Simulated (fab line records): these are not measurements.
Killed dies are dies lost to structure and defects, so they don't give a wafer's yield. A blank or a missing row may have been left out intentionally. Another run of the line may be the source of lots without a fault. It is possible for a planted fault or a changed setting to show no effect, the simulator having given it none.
Which tool is to blame?    flow gf180mcu    6 lots with 18 wafers sampled at 3 steps, on a route of 602 steps

WHAT THE GAUGES SHOWED, per wafer
GF_HV_LDD_RS_MEAS_53: the measuring method here is four-point-probe.
lot   measured      on            HV_LDD_RS (ohm/sq)
L135  day 12 15:58  filmMetro-02  419.2 419.6 418.8
L138  day 13 17:34  filmMetro-02  418.4 418.6 418.4
L141  day 15 01:30  filmMetro-04  418.8 418.8 417.7
L143  day 15 12:32  filmMetro-01  417.7 419.0 417.4
L153  day 18 20:04  filmMetro-04  410.8 410.1 410.3
L155  day 19 09:59  filmMetro-02  420.7 419.7 419.5

WHAT TOOL EACH LOT RAN ON (gives the tool, then ch and the chambers of the sampled wafers, and finally the start)
lot   GF_VT_IMPLANT_RTA_45             GF_HV_LDD_IMPLANT_34
L135  rtpAnneal-02 ch 0, day 7 19:41   implanter-04 ch 0, day 11 19:32
L138  rtpAnneal-02 ch 0, day 8 17:35   implanter-04 ch 0, day 12 21:08
L141  rtpAnneal-01 ch 0, day 9 18:48   implanter-01 ch 0, day 14 03:40
L143  rtpAnneal-02 ch 0, day 10 05:31  implanter-04 ch 0, day 14 14:34
L153  rtpAnneal-02 ch 0, day 12 22:29  implanter-04 ch 0, day 17 19:24
L155  rtpAnneal-02 ch 0, day 13 12:27  implanter-03 ch 0, day 18 09:01
- GF_VT_IMPLANT_RTA_45: time 30 s.
- GF_HV_LDD_IMPLANT_34

THE ANSWER, worked out from the rows above alone
Rule: what is usual is taken from the lots themselves. The widest of any qualifying gaps counts: lots, ordered by their means at a reading, are off when they make up no more than a third of the lots, leave a main group of 4 or more, and stand apart from it by 3 or more times the standard deviation of that group's means. The tables above print the reading to a certain number of digits; a main group whose means all agree to those digits is not used. Also off: a lot with no number at a reading for which 4 or more lots have one. The other lots that the step has rows for count as sound.
Off: L153, seen at GF_HV_LDD_RS_MEAS_53 (HV_LDD_RS). The main group: mean 418.8 ohm/sq, standard deviation 0.69.
If a tool, at a process step before that reading, ran all the lots that are off and no sound lot after the first of them, it fits. Gauges at GF_HV_LDD_RS_MEAS_53: tried the same way as those tools. This does not decide it: 2 tools fit, namely implanter-04 at GF_HV_LDD_IMPLANT_34 and filmMetro-04 at GF_HV_LDD_RS_MEAS_53.

WHAT WAS PUT IN BY THE SIMULATOR
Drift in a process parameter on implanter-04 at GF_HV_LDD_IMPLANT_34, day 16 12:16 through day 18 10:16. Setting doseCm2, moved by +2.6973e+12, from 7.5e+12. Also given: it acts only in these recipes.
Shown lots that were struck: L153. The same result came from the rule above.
